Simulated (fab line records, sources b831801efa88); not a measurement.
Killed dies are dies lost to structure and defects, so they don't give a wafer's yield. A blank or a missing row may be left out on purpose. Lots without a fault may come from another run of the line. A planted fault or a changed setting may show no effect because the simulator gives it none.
A struck lot beside a sound one | flow sky130 | 27 steps out of a route of 708
Sound: wafers L415.2, L415.3, L415.5. Struck: wafers L423.1, L423.4, L423.6. The cause comes at the end.
At each step with rows: each side's tool, then ch and its chambers, then its first start. Under that, the readings that differ: sound wafers | struck wafers | difference of the means | sigmas: that difference in standard deviations of wafers without a fault.
alike: readings whose means differ by less than 2 such deviations, and words and numbers that are the same on both sides. not compared: withheld readings, readings that some wafer has no value for, bounds like >300 that may hide the same value, and numbers for which the record gives no deviation and whose values overlap.
The two part at a step that has a row with sigmas, a row that says differs or no value, or rows on one side only. Numbers that don't overlap but have no deviation are shown without sigmas and don't part them. A reading that every wafer of one side lacks parts them only if that side has two wafers or more.

first, 1 step without rows for these wafers: SKY_DNWELL_IMPLANT_07.
SKY_DNWELL_STRIP_08: strips in O2/N2.
  sound on plasma_asher-03 ch 0,1, day 4 12:07; struck on plasma_asher-01 ch 0,1, day 6 10:12
  alike: chamber_pressure_mTorr, drypump_motor_current_A, oes_product_au, strip_time_to_endpoint_s
  not compared: rf_hours_counter_h
SKY_DNWELL_TW_MEAS_09:
  sound on film_metro-02, day 4 12:13; struck on film_metro-02, day 6 10:18
  alike: DNWELL_TW
then, 7 steps without rows for these wafers: SKY_PWDE_DEHYDRATE_00 (time 60 s); SKY_PWDE_HMDS_01 (prime time 60 s); SKY_PWDE_COAT_02 (resist thk 3000 nm); SKY_PWDE_SOFTBAKE_03; SKY_PWDE_EXPOSE_04 (exposes mask PWDEM, target cd 840 nm); SKY_PWDE_PEB_05; SKY_PWDE_DEVELOP_06 (develop time 60 s).
SKY_PWDE_OVL_MEAS_07:
  sound on overlay-01, day 5 05:25; struck on overlay-01, day 7 04:40
  alike: PWDE_OVL
then, 1 step without rows for these wafers: SKY_PWDE_IMPLANT_08.
SKY_PWDE_STRIP_09: strips in O2/N2.
  sound on plasma_asher-04 ch 0,1, day 5 05:35; struck on plasma_asher-01 ch 0,1, day 7 04:51
  no value came back on the struck wafers for chamber_pressure_mTorr (mTorr), drypump_motor_current_A (A), oes_product_au (a.u.), strip_time_to_endpoint_s (s); on the sound wafers chamber_pressure_mTorr (mTorr) reads 1498.6 1497.9 1503.2
  reading                                | sound | struck         | difference | sigmas
  model.coat_of_PWDE_COAT_02.thk_nm (nm) | 0 0 0 | 2993 3001 2986 | +2993      |
  not compared: rf_hours_counter_h
SKY_PWDE_TW_MEAS_10:
  sound on film_metro-02, day 5 05:42; struck on film_metro-03, day 7 04:57
  alike: PWDE_TW
then, 7 steps without rows for these wafers: SKY_NWELL_DEHYDRATE_03 (time 60 s); SKY_NWELL_HMDS_04 (prime time 60 s); SKY_NWELL_COAT_05 (resist thk 3000 nm); SKY_NWELL_SOFTBAKE_06; SKY_NWELL_EXPOSE_07 (exposes mask NWM, target cd 840 nm); SKY_NWELL_PEB_08; SKY_NWELL_DEVELOP_09 (develop time 60 s).
SKY_NWELL_OVL_MEAS_10:
  sound on overlay-01, day 5 23:52; struck on overlay-01, day 8 00:47
  alike: NWELL_00_OVL
then, 3 steps without rows for these wafers: SKY_NWELL_IMPLANT_11; SKY_NWELL_IMPLANT_12; SKY_NWELL_IMPLANT_13.
SKY_NWELL_STRIP_14: strips in O2/N2.
  sound on plasma_asher-02 ch 0,1, day 6 00:20; struck on plasma_asher-04 ch 1, day 8 01:16
  reading                      | sound             | struck            | difference | sigmas
  oes_product_au (a.u.)        | 0.716 0.719 0.729 | 0.738 0.741 0.739 | +0.018     | +4
  strip_time_to_endpoint_s (s) | 37.10 37.06 36.96 | 80.93 81.13 80.81 | +43.92     | +99 or more
  alike: chamber_pressure_mTorr, drypump_motor_current_A
  not compared: rf_hours_counter_h
SKY_NWELL_TW_MEAS_15:
  sound on film_metro-03, day 6 00:27; struck on film_metro-04, day 8 01:36
  reading  | sound          | struck   | difference | sigmas
  NWELL_TW | 1804 1812 1808 | 30 30 30 | -1778      | -99 or more
  not compared: hold

WHERE THEY PART
First at SKY_PWDE_STRIP_09; last, within this record, at SKY_NWELL_TW_MEAS_15.

WHY: what the simulator had put in
Skipped step whole: plasma_asher-01, from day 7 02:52 on, at SKY_PWDE_STRIP_09. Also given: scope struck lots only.
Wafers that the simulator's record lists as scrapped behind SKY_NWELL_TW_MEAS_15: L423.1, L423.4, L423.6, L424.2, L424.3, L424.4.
